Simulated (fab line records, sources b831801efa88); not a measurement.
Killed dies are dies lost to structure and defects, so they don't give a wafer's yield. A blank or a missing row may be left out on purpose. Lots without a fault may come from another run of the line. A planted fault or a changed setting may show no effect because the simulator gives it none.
fab line records | flow sky130
record lots=13 wafers=39 last_day=50
route steps=708 shown FIELD_ISO@31 METAL1@436 VIA1@474
lots that met no fault: from a run of the same line without faults
start_h: hours from the record's first day to the start of the lot's first wafer shown | wait_h: hours since the lot's step before | " the same as in the row above | L1.1+2: a row that stands for several wafers | - no value, or no start given | * or withheld: withheld | < > ~ a bound
route shown NAME@n: a module of which the file shows steps, and the number in the route of the first | usual: mean/standard deviation of fault-free wafers | same: alike in all rows | chamber/n: place in a boat | sites: the reading at each site | _std_site: their standard deviation | _edge_site: outer sites' mean less inner sites' | radius_mm: how far each site lies from the wafer's centre | mask NAME#n: copy n | behind: the tool/chamber that last shaped the wafer | hold: why the lot was held/for how many hours/how that ended | device: the transistor (n, p or np) that didn't switch | end of line: the same wafers' tests at the end of the route | a step without rows: its recipe alone | killed: dies lost to structure and defects at the first sort, not the wafer's yield | map: a wafer's dies, x killed, . not, _ none there
set.NAME: the setting as run; set.NAME@STEP: as run at that earlier step | model.NAME: the simulator's own value behind a step, which no gauge read
steps of the route over a sample of lots; a table a step, a row a wafer
services: from which hour (start_h, from the record's first day; less than 0 if before it) a tool's chamber was out of use, for how many hours, and why
## steps
# step SKY_FIELD_ISO_WET_ETCH_30
# recipe chemistry=dHF target_depth_nm=25 target=SiO2 dilution=10:1 temp_c=25 time_s=50
# usual bath_heat_duty_pct=6.2/0.71 temp_c=25.00/0.11
# columns lot.wafer tool chamber start_h wait_h bath_heat_duty_pct temp_c
L315.1 wet_bench-01 3 37.83 0.0 5.7 25.09
L315.3 " 3 " " 5.5 25.08
L315.6 " 3 " " 5.5 25.28
L317.1 wet_bench-03 1 44.29 0.0 5.6 25.21
L317.4 " 1 " " 6.3 24.96
L317.6 " 1 " " 6.0 25.13
L318.4 wet_bench-03 2 50.91 0.0 7.3 24.97
L318.5 " 2 " " 7.1 25.14
L318.6 " 2 " " 7.1 25.14
L320.1 wet_bench-01 0 61.63 0.0 6.6 25.20
L320.3 " 0 " " 6.0 25.17
L320.5 " 0 " " 5.8 25.20
L323.1 wet_bench-03 1 77.17 0.0 5.1 25.11
L323.3 " 1 " " 5.4 24.98
L323.6 " 1 " " 5.0 25.09
L324.2 wet_bench-03 0 81.62 0.0 22.7 36.04
L324.3 " 0 " " 20.1 35.69
L324.4 " 0 " " 21.0 35.98
L325.1 wet_bench-03 1 85.89 0.0 19.0 35.87
L325.5 " 1 " " 17.1 36.00
L325.6 " 1 " " 19.2 36.00
L327.2 wet_bench-04 0 98.48 0.0 6.4 24.81
L327.3 " 0 " " 7.1 24.99
L327.4 " 0 " " 7.0 24.91
L330.1 wet_bench-01 3 113.85 0.0 5.3 24.95
L330.2 " 3 " " 5.8 25.13
L330.4 " 3 " " 6.1 24.99
L331.1 wet_bench-01 2 118.79 0.0 5.5 24.83
L331.4 " 2 " " 5.7 25.12
L331.6 " 2 " " 4.8 24.85
L333.2 wet_bench-04 2 126.79 0.0 6.2 24.94
L333.3 " 2 " " 6.5 24.97
L333.4 " 2 " " 5.7 24.94
L334.3 wet_bench-04 1 134.90 0.0 6.8 24.96
L334.4 " 1 " " 5.9 25.17
L334.5 " 1 " " 6.2 24.96
L338.4 wet_bench-01 3 154.02 0.0 5.2 24.95
L338.5 " 3 " " 6.3 25.00
L338.6 " 3 " " 6.0 25.00
# step SKY_METAL1_SPUTTER_02
# recipe material=AlCu target_thk_nm=250 power_w=10600 time_s=13.3 chamber_pressure_pa=0.4
# usual throttle_valve_pct=30.2/0.91
# columns lot.wafer tool chamber start_h wait_h throttle_valve_pct
L315.1 pvd_sputter-01 - 742.90 0.0 32.6
L315.3 " - " " 30.2
L315.6 " - " " 30.0
L317.1 pvd_sputter-03 - 764.42 0.0 29.1
L317.4 " - " " 29.9
L317.6 " - " " 29.3
L318.4 pvd_sputter-03 - 773.18 0.0 29.6
L318.5 " - " " 29.9
L318.6 " - " " 29.2
L320.1 pvd_sputter-04 - 791.45 0.0 30.4
L320.3 " - " " 29.1
L320.5 " - " " 29.3
L323.1 pvd_sputter-03 - 805.76 0.0 30.1
L323.3 " - " " 29.6
L323.6 " - " " 31.0
L324.2 pvd_sputter-03 - 815.55 0.0 29.2
L324.3 " - " " 29.8
L324.4 " - " " 29.4
L325.1 pvd_sputter-04 - 818.39 0.0 30.3
L325.5 " - " " 29.9
L325.6 " - " " 29.3
L327.2 pvd_sputter-01 - 842.80 0.0 31.7
L327.3 " - " " 30.2
L327.4 " - " " 31.3
L330.1 pvd_sputter-04 - 859.60 0.0 29.5
L330.2 " - " " 30.1
L330.4 " - " " 30.2
L331.1 pvd_sputter-04 - 866.93 0.0 30.4
L331.4 " - " " 29.5
L331.6 " - " " 29.9
L333.2 pvd_sputter-01 - 874.61 0.0 31.5
L333.3 " - " " 30.2
L333.4 " - " " 30.3
L334.3 pvd_sputter-03 - 890.68 0.0 30.9
L334.4 " - " " 29.7
L334.5 " - " " 31.0
L338.4 pvd_sputter-01 - 912.42 0.0 32.5
L338.5 " - " " 31.5
L338.6 " - " " 32.7
# step SKY_VIA1_STRIP_16
# recipe chemistry=O2/N2 power_w=1400 pressure_mtorr=1500 platen_temp_c=withheld o2_flow_sccm=3000 n2_flow_sccm=300 overash_fraction=0.5
# usual drypump_motor_current_A=6.0/0.37 oes_product_au=0.415/0.0051 strip_time_to_endpoint_s=4.451/0.025
# columns lot.wafer tool chamber start_h wait_h drypump_motor_current_A oes_product_au rf_hours_counter_h strip_time_to_endpoint_s
L315.1 plasma_asher-03 1 798.60 0.0 6.4 0.416 5 4.415
L315.3 " 1 " " 6.4 0.409 - 4.435
L315.6 " 1 " " 6.4 0.416 - 4.445
L317.1 plasma_asher-03 1 819.90 0.0 6.4 0.409 8 4.408
L317.4 " 0 " " 5.7 0.414 - 4.381
L317.6 " 0 " " 5.6 0.409 - 4.419
L318.4 plasma_asher-02 0 828.49 0.1 5.9 0.417 - 4.445
L318.5 " 1 " " 5.4 0.415 - 4.436
L318.6 " 0 " " 6.0 0.414 - 4.435
L320.1 plasma_asher-03 0 846.65 0.0 5.7 0.411 11 4.451
L320.3 " 1 " " 6.4 0.411 - 4.413
L320.5 " 1 " " 6.4 0.421 - 4.429
L323.1 plasma_asher-02 1 859.48 0.0 5.4 0.415 66 4.436
L323.3 " 1 " " 5.4 0.415 - 4.496
L323.6 " 1 " " 5.4 0.414 - 4.458
L324.2 plasma_asher-04 0 869.85 0.0 6.4 0.419 106 4.491
L324.3 " 1 " " 5.8 0.416 - 4.478
L324.4 " 0 " " 6.4 0.416 - 4.463
L325.1 plasma_asher-04 0 872.20 0.0 6.4 0.414 106 4.502
L325.5 " 0 " " 6.4 0.409 - 4.430
L325.6 " 1 " " 5.8 0.413 - 4.404
L327.2 plasma_asher-02 1 896.53 0.0 5.4 0.426 70 4.492
L327.3 " 0 " " 6.0 0.421 - 4.491
L327.4 " 1 " " 5.4 0.415 - 4.479
L330.1 plasma_asher-03 1 912.70 0.0 6.4 0.416 18 4.484
L330.2 " 0 " " 5.6 0.420 18 4.447
L330.4 " 0 " " 5.7 0.424 - 4.465
L331.1 plasma_asher-03 0 919.45 0.0 5.6 0.428 18 4.451
L331.4 " 1 " " 6.4 0.411 - 4.462
L331.6 " 1 " " 6.4 0.410 - 4.448
L333.2 plasma_asher-04 1 927.90 0.0 5.8 0.407 112 4.403
L333.3 " 1 " " 5.8 0.417 - 4.418
L333.4 " 0 " " 6.4 0.414 - 4.437
L334.3 plasma_asher-02 1 942.33 0.1 5.4 0.421 - 4.484
L334.4 " 0 " " 6.0 0.413 - 4.501
L334.5 " 0 " " 6.0 0.417 - 4.455
L338.4 plasma_asher-04 1 964.57 0.1 5.8 0.413 - 4.449
L338.5 " 0 " " 6.4 0.421 - 4.443
L338.6 " 1 " " 5.8 0.419 - 4.463
# step SKY_VIA1_RS_MEAS_22
# recipe thk_meas_gauge=four-point-probe reads=W_of_VIA1_CVD_21+TiN_of_VIA1_SPUTTER_20
# usual VIA1_W_RS=0.427/0.0057
# columns lot.wafer tool chamber start_h wait_h VIA1_W_RS[ohm/sq]
L315.1 film_metro-02 - 799.68 0.1 0.426
L315.3 " - " " 0.421
L315.6 " - " " 0.423
L317.1 film_metro-02 - 820.72 0.1 0.421
L317.4 " - " " 0.417
L317.6 " - " " 0.420
L318.4 film_metro-04 - 829.27 0.1 0.428
L318.5 " - " " 0.427
L318.6 " - " " 0.424
L320.1 film_metro-04 - 847.57 0.1 0.438
L320.3 " - " " 0.432
L320.5 " - " " 0.434
L323.1 film_metro-02 - 860.23 0.1 0.431
L323.3 " - " " 0.429
L323.6 " - " " 0.432
L324.2 film_metro-02 - 870.62 0.1 0.434
L324.3 " - " " 0.435
L324.4 " - " " 0.426
L325.1 film_metro-01 - 872.95 0.1 0.420
L325.5 " - " " 0.424
L325.6 " - " " 0.423
L327.2 film_metro-04 - 897.30 0.1 0.433
L327.3 " - " " 0.433
L327.4 " - " " 0.430
L330.1 film_metro-04 - 913.46 0.1 0.431
L330.2 " - " " 0.431
L330.4 " - " " 0.428
L331.1 film_metro-02 - 920.23 0.1 0.428
L331.4 " - " " 0.424
L331.6 " - " " 0.438
L333.2 film_metro-02 - 928.71 0.1 0.422
L333.3 " - " " 0.430
L333.4 " - " " 0.421
L334.3 film_metro-01 - 943.22 0.1 0.421
L334.4 " - " " 0.420
L334.5 " - " " 0.419
L338.4 film_metro-02 - 965.56 0.1 0.437
L338.5 " - " " 0.435
L338.6 " - " " 0.439
## services
# columns tool chamber start_h hours kind
pvd_sputter-04 - 46.27 3.5 repair
plasma_asher-03 - 64.17 4.1 repair
pvd_sputter-01 - 64.87 1.7 repair
pvd_sputter-01 - 95.02 1.6 repair
pvd_sputter-03 - 98.06 1.8 repair
pvd_sputter-03 - 107.07 1.1 repair
plasma_asher-02 - 108.75 9.0 pm
plasma_asher-02 - 137.60 43.3 pm
plasma_asher-04 - 151.43 0.7 repair
pvd_sputter-03 - 161.44 1.7 repair
plasma_asher-03 - 416.80 2.8 pm
plasma_asher-03 - 479.09 0.7 repair
pvd_sputter-03 - 489.86 1.2 repair
plasma_asher-03 - 498.32 3.3 repair
pvd_sputter-03 - 509.13 4.3 repair
wet_bench-03 - 582.65 1.9 repair
wet_bench-01 - 586.19 1.9 pm
wet_bench-01 - 604.57 6.1 repair
plasma_asher-03 - 641.31 2.7 repair
pvd_sputter-03 - 709.37 1.9 repair
pvd_sputter-03 - 722.61 8.9 repair
plasma_asher-03 - 733.75 9.0 pm
wet_bench-01 - 757.05 2.0 repair
pvd_sputter-03 - 963.17 1.2 repair
## key
first_sign step=SKY_FIELD_ISO_WET_ETCH_30 reading=temp_c direction=up sigmas=99+ usual=* struck=*
effect step=SKY_FIELD_ISO_WET_ETCH_30 reading=bath_heat_duty_pct direction=up sigmas=19 usual=6.2 struck=19.9
met_at SKY_FIELD_ISO_WET_ETCH_30
struck_lots L324,L325
tester_left_out L324,L325
not_acting_at SKY_METAL1_SPUTTER_02,SKY_VIA1_STRIP_16,SKY_VIA1_RS_MEAS_22
onset_between 77.17 81.62
fault kind=process_parameter_drift tool=wet_bench-03 chamber=- onset_h=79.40 steps=SKY_FIELD_ISO_WET_ETCH_30 channel=temp_c offset=* shape=step end_h=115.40 acts_in=* stated=*
# tester_left_out: of these lots the tester's yield and bins aren't shown, on N5 and GAA mostly nor the transistor test; their killed dies are dies lost to structure and defects alone, not to doping, threshold or leakage, so they don't give the yield
